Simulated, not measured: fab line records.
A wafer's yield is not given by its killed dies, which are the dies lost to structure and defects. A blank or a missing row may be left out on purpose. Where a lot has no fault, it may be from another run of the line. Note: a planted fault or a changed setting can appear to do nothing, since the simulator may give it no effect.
A lot that was struck, set against a sound lot ; flow sfq line ; 37 steps out of a route of 325
Sound: the wafers L340.2, L340.3, L340.6. Struck: wafer L349.5 (L349.1, L349.2, from the same lot, were not struck and are left out); the cause is given at the end.
Per side, at each step with rows, come the tool, then ch with its chambers, and then its first start. Under that, the readings that differ: sound wafers ; struck wafers ; difference of the means ; sigmas: that difference in standard deviations of wafers without a fault.
alike: readings with means less than 2 such deviations apart, plus words and numbers identical on both sides. not compared: withheld readings, readings lacking a value on some wafer, bounds such as >300 that could conceal the same value, and numbers that have no deviation in the record and whose values overlap.
The two part at a step that has a row with sigmas, a row that says differs or no value, or rows on one side only. Numbers that have no deviation but don't overlap get no sigmas and don't part them. A reading missing from all wafers of one side parts the sides only when that side holds two or more wafers.

SFQ_R5_THK_MEAS_934: measures by xrf.
  sound on film metro-03, day 69 03:10; struck on film metro-01, day 72 17:36
  alike: R5_MONX_THK
then, 6 steps without rows for these wafers: SFQ_TRILAYER_R5_LITHO_COAT_141 (resist thk 62 nm); SFQ_TRILAYER_R5_LITHO_COAT_136 (resist thk 600 nm); SFQ_TRILAYER_R5_LITHO_SOFTBAKE_140; SFQ_TRILAYER_R5_LITHO_EXPOSE_137 (exposes mask R5, target cd 500 nm); SFQ_TRILAYER_R5_LITHO_PEB_139 (peb time 60 s); SFQ_TRILAYER_R5_LITHO_DEVELOP_138 (time 60 s).
-- the record jumps here: 4 days lie between the struck wafers' starts before and after --
SFQ_R5_OVL_MEAS_935:
  sound on overlay-02, day 69 11:29; struck on overlay-02, day 76 11:37
  alike: R5_OVL
SFQ_TRILAYER_R5_BARC_OPEN_METAL_ETCH_177: etches BARC in O2, target depth 125 nm, time 41.7 s.
  sound on rie metal-03 ch 0,1, day 69 11:31; struck on rie metal-02 ch 0, day 76 11:40
  alike: drypump motor current A, oes product au
  not compared: rf hours counter h
then, 1 step without rows for these wafers: SFQ_TRILAYER_R5_ETCH_METAL_ETCH_139 (etches the open film in Cl2, stops on SiO2, target depth 60 nm, time 40 s).
SFQ_TRILAYER_R5_STRIP_STRIP_140: strips in O2.
  sound on rie metal-03 ch 0,1, day 69 11:38; struck on rie metal-02 ch 0, day 76 11:47
reading;sound;struck;difference;sigmas
platen temp c (C);40.09 40.08 40.03;39.79;-0.28;-3
  alike: drypump motor current A, oes product au
  not compared: rf hours counter h
then, 1 step without rows for these wafers: SFQ_TRILAYER_R5_STRIP_SOLV_CLEAN_141 (cleans in NMP, time 600 s).
SFQ_TRILAYER_A5C_DEP_PECVD_142: deposits SiO2 from SiH4/N2O, time 15.556 s, target thk 70 nm.
  sound on pecvd-02 ch 0,1, day 69 12:24; struck on pecvd-04 ch 2, day 76 12:33
reading;sound;struck;difference;sigmas
model.SiO2_of_TRILAYER_A5C_DEP_PECVD_142.thk nm (nm);70.58 71.07 72.08;105.7;+34.5;
  alike: heater power w, throttle valve pct
then, 6 steps without rows for these wafers: SFQ_TRILAYER_I5_LITHO_COAT_149 (resist thk 62 nm); SFQ_TRILAYER_I5_LITHO_COAT_144 (resist thk 650 nm); SFQ_TRILAYER_I5_LITHO_SOFTBAKE_148; SFQ_TRILAYER_I5_LITHO_EXPOSE_145 (exposes mask I5, target cd 700 nm); SFQ_TRILAYER_I5_LITHO_PEB_147 (peb time 60 s); SFQ_TRILAYER_I5_LITHO_DEVELOP_146 (time 60 s).
SFQ_I5_OVL_MEAS_936:
  sound on overlay-02, day 69 18:41; struck on overlay-02, day 76 14:50
  alike: I5_OVL
then, 2 steps without rows for these wafers: SFQ_TRILAYER_I5_BARC_OPEN_VIA_ETCH_200 (etches BARC in O2, target depth 125 nm, time 41.7 s); SFQ_TRILAYER_I5_ETCH_VIA_ETCH_147 (etches the open film in CHF3, stops on Nb, target depth 360 nm).
SFQ_TRILAYER_I5_STRIP_STRIP_148: strips in O2.
  sound on rie metal-01 ch 0, day 69 18:54; struck on rie metal-02 ch 0, day 76 15:03
reading;sound;struck;difference;sigmas
oes product au (a.u.);0.955 0.963 0.960;0.998;+0.039;+3
  alike: drypump motor current A, platen temp c
  not compared: rf hours counter h
then, 7 steps without rows for these wafers: SFQ_TRILAYER_I5_STRIP_SOLV_CLEAN_149 (cleans in NMP, time 600 s); SFQ_TRILAYER_C5_LITHO_COAT_156 (resist thk 62 nm); SFQ_TRILAYER_C5_LITHO_COAT_151 (resist thk 650 nm); SFQ_TRILAYER_C5_LITHO_SOFTBAKE_155; SFQ_TRILAYER_C5_LITHO_EXPOSE_152 (exposes mask C5, target cd 500 nm); SFQ_TRILAYER_C5_LITHO_PEB_154 (peb time 60 s); SFQ_TRILAYER_C5_LITHO_DEVELOP_153 (time 60 s).
SFQ_C5_OVL_MEAS_937:
  sound on overlay-02, day 73 10:07; struck on overlay-01, day 77 08:28
  alike: C5_OVL
SFQ_TRILAYER_C5_BARC_OPEN_VIA_ETCH_210: etches BARC in O2, target depth 125 nm, time 41.7 s.
  sound on rie diel-04 ch 0,1,3, day 73 10:08; struck on rie diel-02 ch 3, day 77 08:29
  alike: drypump motor current A, oes product au
  not compared: rf hours counter h
SFQ_TRILAYER_C5_ETCH_VIA_ETCH_154: etches SiO2 in CHF3, stops on Nb, target depth 84 nm.
  sound on rie diel-04 ch 0,1,3, day 73 10:11; struck on rie diel-02 ch 3, day 77 08:32
reading;sound;struck;difference;sigmas
oes product au (a.u.);0.895 0.908 0.910;0.988;+0.084;+9
model.etch.depth nm (nm);70.58 71.07 72.08;81.83;+10.59;
model.C5.feature depth nm (nm);70.58 71.07 72.08;81.83;+10.59;
  alike: drypump motor current A
SFQ_TRILAYER_C5_STRIP_STRIP_155: strips in O2.
  sound on rie metal-03 ch 0,1, day 73 10:14; struck on rie metal-04 ch 0, day 77 08:35
reading;sound;struck;difference;sigmas
platen temp c (C);40.08 40.10 40.08;39.84;-0.25;-2
  alike: drypump motor current A, oes product au
  not compared: rf hours counter h
then, 1 step without rows for these wafers: SFQ_TRILAYER_C5_STRIP_SOLV_CLEAN_156 (cleans in NMP, time 600 s).
SFQ_TRILAYER_M6_DEP_PRE_CLEAN_158: time 22.5 s.
  sound on pvd sputter-04, day 73 11:01; struck on pvd sputter-06, day 77 09:58
reading;sound;struck;difference;sigmas
model.SiO2_of_TRILAYER_A5C_DEP_PECVD_142.thk nm (nm);63.08 63.57 64.58;98.22;+34.48;
then, 1 step without rows for these wafers: SFQ_TRILAYER_M6_DEP_SPUTTER_157 (material Nb, target thk 200 nm, time 133.3 s).

== WHERE THEY PART ==
Last at SFQ_TRILAYER_C5_STRIP_STRIP_155 as far as this record goes, first at SFQ_TRILAYER_R5_STRIP_STRIP_140.

WHY: what the simulator had put in
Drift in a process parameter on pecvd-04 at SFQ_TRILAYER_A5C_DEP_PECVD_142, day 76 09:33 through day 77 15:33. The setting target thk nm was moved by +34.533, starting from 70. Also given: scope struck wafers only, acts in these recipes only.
